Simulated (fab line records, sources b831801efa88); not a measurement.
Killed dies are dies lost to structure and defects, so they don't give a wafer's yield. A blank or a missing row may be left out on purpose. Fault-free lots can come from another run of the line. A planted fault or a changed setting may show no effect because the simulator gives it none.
2 desks, one fault -- flow gf180mcu -- only its own numbers are on each desk; what lay behind them is given at the end

## THE METROLOGY DESK
What the gauges read for every lot (on any tool): the sampled wafers with a number, averaged. The brackets show how far a lot's mean lies from the usual mean; more than 4 standard deviations puts the lot out of limits, marked OUT.
Columns: A = STI_OXIDATION_02_THK at GF_STI_THK_MEAS_30, usual 9.92 nm; B = MVSD_TW at GF_MVSD_TW_MEAS_11, usual 1572; C = MVSD_RS at GF_VT_IMPLANT_RS_MEAS_46, usual 456.6 ohm/sq
lot,first seen here,A,B,C
L779,day 2 17:25,10.06,1601,456.0
L782,day 3 05:03,9.85,1566,457.2
L781,day 3 05:05,10.06,1567,457.2
L786,day 4 00:33,9.56,1552,457.7
L789,day 4 16:58,10.06,1789 (+8.4) OUT,-
L790,day 4 20:55,9.81,1740 (+6.4) OUT,-
L793,day 5 18:37,9.86,1558,456.0
L798,day 7 03:55,9.89,1610,456.2
L799,day 7 03:55,9.71,1607,455.1
L800,day 7 15:42,10.19,1560,456.1
L801,day 7 17:05,10.03,1533,457.7
This desk finds L789, L790 out of limits, with the earliest case on L789 at day 7 01:25 (MVSD_TW at GF_MVSD_TW_MEAS_11). In limits: L779, L782, L781, L786, L793, L798, L799, L800, L801.

## FOR THE TOOL OWNER'S DESK: implanter-03
GF_MVSD_IMPLANT_08, tool's own readings: per-lot mean of the sampled wafers with a number, covering each lot this tool ran. The brackets show how far a lot's mean lies from the usual mean; more than 4 standard deviations puts the lot out of limits, marked OUT.
Columns: A = tilt_deg at GF_MVSD_IMPLANT_08, usual 0.000 degrees
lot,first seen here,A
L779,day 4 22:30,0.014
L782,day 5 10:15,0.002
L781,day 5 10:37,0.027
L789,day 7 01:02,18.532 (+99 or more) OUT
L790,day 7 03:52,18.553 (+99 or more) OUT
L801,day 10 14:05,-0.012
This desk finds L789, L790 out of limits, L789 being first, at day 7 01:02 (tilt_deg at GF_MVSD_IMPLANT_08). In limits: L779, L782, L781, L801.

## ALL TOGETHER
The tool owner's desk could have raised an alarm at day 7 01:02, on L789, L790.
L789, L790 would have let the metrology desk raise an alarm at day 7 01:25.
Of the lots named, all ran GF_MVSD_IMPLANT_08 on implanter-03.

## WHAT HAD BEEN PUT IN BY THE SIMULATOR
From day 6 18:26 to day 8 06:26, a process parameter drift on implanter-03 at GF_MVSD_IMPLANT_08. From 0, the setting tilt_deg moved by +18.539. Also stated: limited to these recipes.
Struck lots among those shown: L789, L790.
Time in hours from fault onset to the first out-of-limits reading at each desk: tool owner's desk 7, metrology desk 7.
